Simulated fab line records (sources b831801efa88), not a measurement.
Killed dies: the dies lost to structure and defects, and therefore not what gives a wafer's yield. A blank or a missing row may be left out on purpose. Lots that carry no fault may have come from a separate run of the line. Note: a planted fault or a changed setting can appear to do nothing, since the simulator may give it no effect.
Which tool is to blame? | flow gf180mcu | 6 lots with 18 wafers sampled at 3 steps, on a route of 602 steps

== WHAT EACH GAUGE READ, for each wafer ==
GF_M4_RS_MEAS_05: uses a four-point probe to measure.
lot  | measured     | on            | M4_ALCU_RS (ohm/sq)
L490 | day 23 05:00 | film_metro-02 | 0.0707 0.0703 0.0702
L494 | day 24 20:09 | film_metro-02 | 0.0696 0.0691 0.0697
L496 | day 25 12:43 | film_metro-03 | 0.0701 0.0697 0.0694
L498 | day 26 06:07 | film_metro-02 | 0.0694 0.0695 0.0693
L501 | day 27 01:40 | film_metro-02 | 0.0702 0.0697 0.0701
L510 | day 29 11:20 | film_metro-01 | 0.0696 0.0700 0.0700

== TOOL THAT RAN EACH LOT (tool first, then ch and the chambers of the sampled wafers, then the start) ==
lot  | GF_V3_CVD_23                  | GF_M4_SPUTTER_04
L490 | cvd_w-01 ch 0,1, day 23 04:10 | pvd_sputter-02, day 23 04:56
L494 | cvd_w-01 ch 0,1, day 24 19:20 | pvd_sputter-02, day 24 20:07
L496 | cvd_w-01 ch 0,1, day 25 11:54 | pvd_sputter-04, day 25 12:40
L498 | cvd_w-02 ch 0,1, day 26 05:18 | pvd_sputter-03, day 26 06:04
L501 | cvd_w-02 ch 0, day 27 00:51   | pvd_sputter-02, day 27 01:37
L510 | cvd_w-01 ch 1, day 29 10:31   | pvd_sputter-04, day 29 11:17
- GF_V3_CVD_23: deposits W, target thk 350 nm, time 104.9 s.
- GF_M4_SPUTTER_04: material TiN, target thk 50 nm, time 41.7 s.

== THE ANSWER, worked out from the rows above alone ==
Rule: what is usual is taken from the lots themselves. Put in order of their means at a reading, lots are off if they are a third of the lots or fewer, leave a main group of 4 or more, and stand apart from it by a gap of 3 or more times the standard deviation of the main group's means; of several such gaps the widest counts. If all means in a main group match to the digits the tables above print for the reading, that group is not used. Also off: a lot with no number at a reading for which 4 or more lots have one. All remaining lots with rows at the step are treated as sound.
Nothing can be told from this: no lot is off at any reading shown.

== WHAT THE SIMULATOR HAD INSERTED ==
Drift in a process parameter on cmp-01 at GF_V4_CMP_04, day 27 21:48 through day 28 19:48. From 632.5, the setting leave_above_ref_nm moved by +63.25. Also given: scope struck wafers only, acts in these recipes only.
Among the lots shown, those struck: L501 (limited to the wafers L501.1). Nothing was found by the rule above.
